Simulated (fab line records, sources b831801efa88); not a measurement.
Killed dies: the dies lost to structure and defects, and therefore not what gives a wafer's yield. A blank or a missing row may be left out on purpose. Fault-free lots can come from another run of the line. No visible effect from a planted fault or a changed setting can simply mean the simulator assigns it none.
fab line records	flow sky130
record: lots: 12	wafers: 34	last-day: 51
route steps=708 shown NWELL@81 GATE_OXIDE@201 LDD_N@248 LDD_P@263 PAD_OPEN@708
lots with no fault: from the same line, run without faults
start-h: hours from the record's opening day to when the first of the lot's shown wafers began	wait-h: time in hours since the lot's previous step	" as in the row above	L1.1+2: several wafers, shown together as one row	- no value, or no start was given	* or withheld: withheld	< > ~ a bound
route shown NAME@n: NAME is a module with steps in the file, n the number in the route of the first one	usual: the fault-free wafers' mean and standard deviation	same: alike in all rows	chamber/n: place in a boat	sites: per-site readings	_std_site: standard deviation across them	_edge_site: mean of outer sites minus mean of inner sites	radius-mm: how far each site lies from the wafer's centre	mask NAME#n: copy n	behind: the last tool/chamber to shape the wafer	hold: why the lot was held/for how many hours/how that ended	device: the transistor (n, p or np) that didn't switch	end of line: the route-end tests of the same wafers	a step with no rows: only its recipe	killed: at the first sort, the dies lost to defects and structure; wafer yield is something else	map: a wafer's dies, x killed, . not, _ none there
set.NAME: the run value of the setting; set.NAME@STEP: its run value at that earlier step	model.NAME: the simulator's own value behind a step, which no gauge read
route steps across a sampled set of lots; one table per step, one row per wafer
services: when a tool's chamber went out of use (start-h, in hours from the record's first day, below 0 if earlier), for how many hours, and the reason
== steps ==
step: SKY_NWELL_RTA_28
recipe: temp-c: 1050	time-s: 30	idle-temp-c: 650	ramp-up-c-per-s: 150	ramp-down-c-per-s: 90	ambient: N2
usual: lamp-power-pct: 25.30/0.058	wafer_temp_C_max: 1054.8/0.96
lot.wafer	tool	chamber	start-h	wait-h	lamp-power-pct	wafer_temp_C_max
L390.2	rtp-anneal-01	0	110.96	0.0	25.22	1054.4
L390.3	"	0	"	"	25.31	1054.7
L390.4	"	0	"	"	25.23	1057.7
L391.1	rtp-anneal-01	0	115.12	0.0	25.35	1055.1
L391.4	"	0	"	"	25.30	1052.8
L391.6	"	0	"	"	25.28	1054.5
L392.1	rtp-anneal-02	0	124.62	0.0	25.30	1054.3
L392.3	"	0	"	"	25.42	1054.4
L392.5	"	0	"	"	25.28	1055.7
L395.1	rtp-anneal-02	0	139.72	0.0	25.28	1055.7
L395.3	"	0	"	"	25.24	1054.6
L395.6	"	0	"	"	25.18	1055.8
L398.1	rtp-anneal-01	0	156.20	0.0	25.32	1054.4
L398.2	"	0	"	"	25.40	1055.8
L398.3	"	0	"	"	25.35	1055.3
L399.2	rtp-anneal-02	0	163.54	0.0	25.31	1055.4
L399.3	"	0	"	"	25.29	1056.2
L399.6	"	0	"	"	25.32	1053.1
L401.2	rtp-anneal-02	0	175.35	0.0	25.21	1055.0
L401.4	"	0	"	"	25.37	1053.8
L405.3	rtp-anneal-01	0	200.53	0.0	25.35	1055.1
L405.4	"	0	"	"	25.37	1057.2
L406.2	rtp-anneal-01	0	206.79	0.0	25.30	1053.5
L406.3	"	0	"	"	25.28	1055.6
L406.4	"	0	"	"	25.29	1054.3
L411.1	rtp-anneal-01	0	235.24	0.0	25.20	1054.7
L411.5	"	0	"	"	25.31	1054.8
L411.6	"	0	"	"	25.23	1053.9
L412.1	rtp-anneal-02	0	241.04	0.0	25.30	1054.7
L412.3	"	0	"	"	25.31	1056.5
L412.4	"	0	"	"	25.23	1054.8
L413.3	rtp-anneal-01	0	245.27	0.0	25.33	1055.8
L413.4	"	0	"	"	25.38	1054.3
L413.6	"	0	"	"	25.29	1055.7
step: SKY_GATE_OXIDE_TW_MEAS_14
usual: GATE_OXIDE_TW: 224.1/1.9
lot.wafer	tool	chamber	start-h	wait-h	GATE_OXIDE_TW
L390.2	film-metro-02	-	324.34	0.1	226.7
L390.3	"	-	"	"	226.3
L390.4	"	-	"	"	227.2
L391.1	film-metro-02	-	337.51	0.1	225.4
L391.4	"	-	"	"	225.3
L391.6	"	-	"	"	226.5
L392.1	film-metro-02	-	350.57	0.1	224.7
L392.3	"	-	"	"	225.5
L392.5	"	-	"	"	224.7
L395.1	film-metro-01	-	363.58	0.1	224.6
L395.3	"	-	"	"	222.7
L395.6	"	-	"	"	223.3
L398.1	film-metro-02	-	386.86	0.1	226.3
L398.2	"	-	"	"	226.9
L398.3	"	-	"	"	225.8
L399.2	film-metro-01	-	395.94	0.1	223.6
L399.3	"	-	"	"	223.4
L399.6	"	-	"	"	223.5
L401.2	film-metro-01	-	412.59	0.1	222.5
L401.4	"	-	"	"	221.8
L405.3	film-metro-01	-	448.78	0.1	219.7
L405.4	"	-	"	"	222.0
L406.2	film-metro-03	-	454.75	0.1	224.4
L406.3	"	-	"	"	225.8
L406.4	"	-	"	"	224.7
L411.1	film-metro-01	-	496.08	0.1	222.1
L411.5	"	-	"	"	222.0
L411.6	"	-	"	"	220.4
L412.1	film-metro-02	-	504.83	0.1	226.2
L412.3	"	-	"	"	225.8
L412.4	"	-	"	"	227.1
L413.3	film-metro-03	-	507.07	0.1	224.3
L413.4	"	-	"	"	226.2
L413.6	"	-	"	"	225.7
step: SKY_LDD_N_IMPLANT_11
recipe: species: As	energy-kev: 20	dose-cm2: 7.5e+13	tilt-deg: withheld	rotation-deg: 293
usual: beam-on-s: 10.02/0.2	faraday-current-uA: 422/8.4	rotation-deg: 292.99/0.056
lot.wafer	tool	chamber	start-h	wait-h	beam-on-s	faraday-current-uA	rotation-deg
L390.2	implanter-01	0	418.23	0.1	9.75	433	292.98
L390.3	"	0	"	"	9.84	429	292.98
L390.4	"	0	"	"	9.80	431	293.04
L391.1	implanter-03	0	433.83	0.1	9.77	432	292.98
L391.4	"	0	"	"	9.85	429	293.02
L391.6	"	0	"	"	9.85	429	292.93
L392.1	implanter-01	0	452.15	0.1	10.33	408	292.92
L392.3	"	0	"	"	10.14	418	292.94
L392.5	"	0	"	"	10.04	422	292.99
L395.1	implanter-04	0	463.18	0.1	9.98	423	293.00
L395.3	"	0	"	"	9.98	424	292.90
L395.6	"	0	"	"	9.92	426	292.91
L398.1	implanter-03	0	485.75	0.1	9.86	429	293.03
L398.2	"	0	"	"	10.22	413	293.03
L398.3	"	0	"	"	10.32	409	293.02
L399.2	implanter-03	0	504.58	0.1	10.09	418	293.01
L399.3	"	0	"	"	10.14	417	292.97
L399.6	"	0	"	"	10.11	416	293.05
L401.2	implanter-03	0	514.40	0.1	10.23	412	293.03
L401.4	"	0	"	"	12.38	340	293.01
L405.3	implanter-03	0	547.87	0.1	10.20	414	292.95
L405.4	"	0	"	"	12.61	335	292.94
L406.2	implanter-03	0	554.20	0.1	10.06	422	292.96
L406.3	"	0	"	"	9.75	432	293.00
L406.4	"	0	"	"	12.46	340	292.97
L411.1	implanter-01	0	594.97	0.1	10.12	416	293.04
L411.5	"	0	"	"	9.74	432	293.10
L411.6	"	0	"	"	9.80	431	293.03
L412.1	implanter-01	0	603.07	0.1	9.90	424	292.95
L412.3	"	0	"	"	9.87	427	292.93
L412.4	"	0	"	"	9.67	437	293.06
L413.3	implanter-01	0	605.85	0.1	10.07	422	293.01
L413.4	"	0	"	"	9.97	423	293.10
L413.6	"	0	"	"	10.29	412	293.01
step: SKY_LDD_N_STRIP_16
recipe: chemistry: O2/N2	power-w: 1400	pressure-mtorr: 1500	platen-temp-c: withheld	o2-flow-sccm: 3000	n2-flow-sccm: 300	overash-fraction: 0.5
usual: drypump-motor-current-A: 5.7/0.47	oes-product-au: 0.407/0.0042	strip-time-to-endpoint-s: 4.310/0.013
lot.wafer	tool	chamber	start-h	wait-h	drypump-motor-current-A	oes-product-au	rf-hours-counter-h	strip-time-to-endpoint-s
L390.2	plasma-asher-03	0	418.95	0.1	5.4	0.415	67	4.326
L390.3	"	0	"	"	5.4	0.411	-	4.289
L390.4	"	1	"	"	6.1	0.409	-	4.301
L391.1	plasma-asher-01	0	434.58	0.1	4.9	0.403	31	4.294
L391.4	"	1	"	"	5.9	0.400	-	4.304
L391.6	"	1	"	"	5.9	0.400	-	4.324
L392.1	plasma-asher-01	1	452.90	0.1	5.8	0.410	33	4.313
L392.3	"	0	"	"	5.0	0.407	-	4.312
L392.5	"	1	"	"	5.8	0.402	-	4.328
L395.1	plasma-asher-03	1	463.93	0.1	6.1	0.408	3	4.314
L395.3	"	1	"	"	6.1	0.411	-	4.310
L395.6	"	0	"	"	5.4	0.408	-	4.296
L398.1	plasma-asher-01	0	486.50	0.1	5.0	0.403	36	4.313
L398.2	"	1	"	"	5.8	0.409	36	4.313
L398.3	"	0	"	"	5.0	0.407	-	4.315
L399.2	plasma-asher-04	1	505.30	0.1	6.1	0.406	79	4.278
L399.3	"	0	"	"	6.4	0.401	-	4.310
L399.6	"	0	"	"	6.4	0.404	-	4.309
L401.2	plasma-asher-01	1	515.12	0.1	5.9	0.409	39	4.309
L401.4	"	0	"	"	5.0	0.409	-	4.363
L405.3	plasma-asher-03	1	548.61	0.1	6.2	0.411	-	4.325
L405.4	"	0	"	"	5.4	0.397	-	4.351
L406.2	plasma-asher-01	0	554.93	0.1	5.0	0.401	43	4.318
L406.3	"	1	"	"	5.8	0.414	-	4.322
L406.4	"	0	"	"	5.0	0.403	-	4.360
L411.1	plasma-asher-03	0	595.72	0.1	5.4	0.406	15	4.308
L411.5	"	1	"	"	6.2	0.404	-	4.331
L411.6	"	0	"	"	5.4	0.404	-	4.335
L412.1	plasma-asher-03	0	603.82	0.1	5.4	0.410	16	4.307
L412.3	"	1	"	"	6.1	0.404	-	4.309
L412.4	"	0	"	"	5.4	0.412	-	4.296
L413.3	plasma-asher-03	1	606.58	0.1	6.1	0.404	-	4.304
L413.4	"	0	"	"	5.4	0.405	-	4.318
L413.6	"	1	"	"	6.1	0.412	-	4.308
step: SKY_LDD_P_OVL_MEAS_08
usual: LDD_P_OVL: 0.1/1.3
lot.wafer	tool	chamber	start-h	wait-h	LDD_P_OVL[nm]
L390.2	overlay-01	-	449.45	0.1	0.3
L390.3	"	-	"	"	1.3
L390.4	"	-	"	"	1.4
L391.1	overlay-02	-	465.81	0.1	1.4
L391.4	"	-	"	"	0.7
L391.6	"	-	"	"	0.4
L392.1	overlay-02	-	483.56	0.1	2.0
L392.3	"	-	"	"	0.2
L392.5	"	-	"	"	2.0
L395.1	overlay-01	-	494.86	0.1	-0.7
L395.3	"	-	"	"	-1.3
L395.6	"	-	"	"	-1.1
L398.1	overlay-01	-	517.11	0.1	1.5
L398.2	"	-	"	"	-0.3
L398.3	"	-	"	"	-0.8
L399.2	overlay-01	-	536.06	0.1	-1.1
L399.3	"	-	"	"	1.2
L399.6	"	-	"	"	-1.8
L401.2	overlay-02	-	545.42	0.1	-0.8
L401.4	"	-	"	"	1.2
L405.3	overlay-01	-	579.22	0.1	-2.9
L405.4	"	-	"	"	-2.4
L406.2	overlay-01	-	585.42	0.1	-1.4
L406.3	"	-	"	"	-0.6
L406.4	"	-	"	"	-0.5
L411.1	overlay-02	-	625.34	0.1	0.6
L411.5	"	-	"	"	1.9
L411.6	"	-	"	"	0.8
L412.1	overlay-02	-	633.89	0.1	0.4
L412.3	"	-	"	"	1.3
L412.4	"	-	"	"	1.7
L413.3	overlay-02	-	636.62	0.1	1.9
L413.4	"	-	"	"	2.0
L413.6	"	-	"	"	2.2
step: SKY_PAD_OPEN_PROBE_99
usual: killed_at_M0_to_M3: 44/7.2	killed_at_M4_up: 2.9/1.8	killed-at-contacts: 24/5.2	killed-at-front-end: 15/4	killed-at-other: 0.2/0.49	killed-dies: 85/9.1	killed-open: 47/6.8	killed-short: 38/5.7
same: gross-dies: 492	killed-at-back-side: 0
lot.wafer	tool	chamber	start-h	wait-h	killed_at_M0_to_M3	killed_at_M4_up	killed-at-contacts	killed-at-front-end	killed-at-other	killed-dies	killed-open	killed-short
L401.2	prober-01	-	1164.47	0.1	42	3	19	12	0	76	39	37
L401.4	prober-01	-	1164.57	0.2	36	4	28	15	0	83	40	43
killed by level:class
L401.2 CONTACT:geometric-particle:open=8 VIA2:geometric-particle:open=7 METAL2:geometric-particle:short=7 METAL1:geometric-particle:short=6 FIELD_ISO:geometric-particle:open=5 LI_CONTACT:geometric-particle:short=5 VIA3:geometric-particle:open=5 LOCAL_INTERCONNECT:geometric-particle:short=4
L401.4 CONTACT:geometric-particle:open=11 LOCAL_INTERCONNECT:geometric-particle:short=9 METAL1:geometric-particle:short=8 VIA1:geometric-particle:open=6 METAL2:geometric-particle:short=5 FIELD_ISO:geometric-particle:open=4 CONTACT:geometric-particle:short=4 VIA2:geometric-particle:short=4
== services ==
tool	chamber	start-h	hours	kind
plasma-asher-01	-	108.75	9.0	pm
implanter-03	-	108.96	0.9	repair
implanter-03	-	126.17	3.8	repair
implanter-04	-	161.18	2.4	pm
implanter-04	-	210.68	19.3	pm
implanter-03	-	222.49	14.6	repair
implanter-04	-	238.25	2.0	repair
rtp-anneal-02	-	239.91	1.0	pm
rtp-anneal-02	-	243.70	2.2	repair
implanter-03	-	246.97	1.9	repair
implanter-04	-	250.15	6.0	repair
implanter-04	-	258.50	4.4	pm
implanter-03	-	279.73	59.7	repair
implanter-01	-	298.64	5.5	pm
plasma-asher-03	-	421.25	9.0	pm
plasma-asher-01	-	458.12	3.1	repair
implanter-03	-	467.29	1.8	repair
implanter-01	-	477.29	2.0	repair
implanter-03	-	488.92	2.0	repair
implanter-03	-	490.89	3.2	pm
plasma-asher-03	-	508.31	19.8	pm
implanter-03	-	557.21	2.6	repair
implanter-03	-	559.55	3.2	repair
plasma-asher-01	-	562.30	0.8	repair
== key ==
first-sign: step: SKY_LDD_N_IMPLANT_11	reading: beam-on-s	direction: up	sigmas: 12	usual: 10.02	struck: 12.48
effect: step: SKY_LDD_N_IMPLANT_11	reading: faraday-current-uA	direction: down	sigmas: 10	usual: 422	struck: 338
effect: step: SKY_LDD_N_STRIP_16	reading: strip-time-to-endpoint-s	direction: up	sigmas: 3.7	usual: *	struck: *
met-at SKY_LDD_N_IMPLANT_11
struck-lots L401,L405,L406
struck-wafers L401.4,L405.4,L406.4
tester-left-out L401,L405,L406
not-acting-at SKY_NWELL_RTA_28,SKY_GATE_OXIDE_TW_MEAS_14,SKY_LDD_P_OVL_MEAS_08
onset-between 504.58 514.40
fault: kind: process-parameter-drift	tool: implanter-03	chamber: -	onset-h: 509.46	steps: SKY_LDD_N_IMPLANT_11	channel: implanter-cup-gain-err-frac	offset: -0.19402	shape: step	end-h: 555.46	scope: struck-wafers-only
tester-left-out: of these lots the tester's yield and bins aren't shown, on N5 and GAA mostly nor the transistor test; their killed dies are dies lost to structure and defects alone, not to doping, threshold or leakage, so they don't give the yield
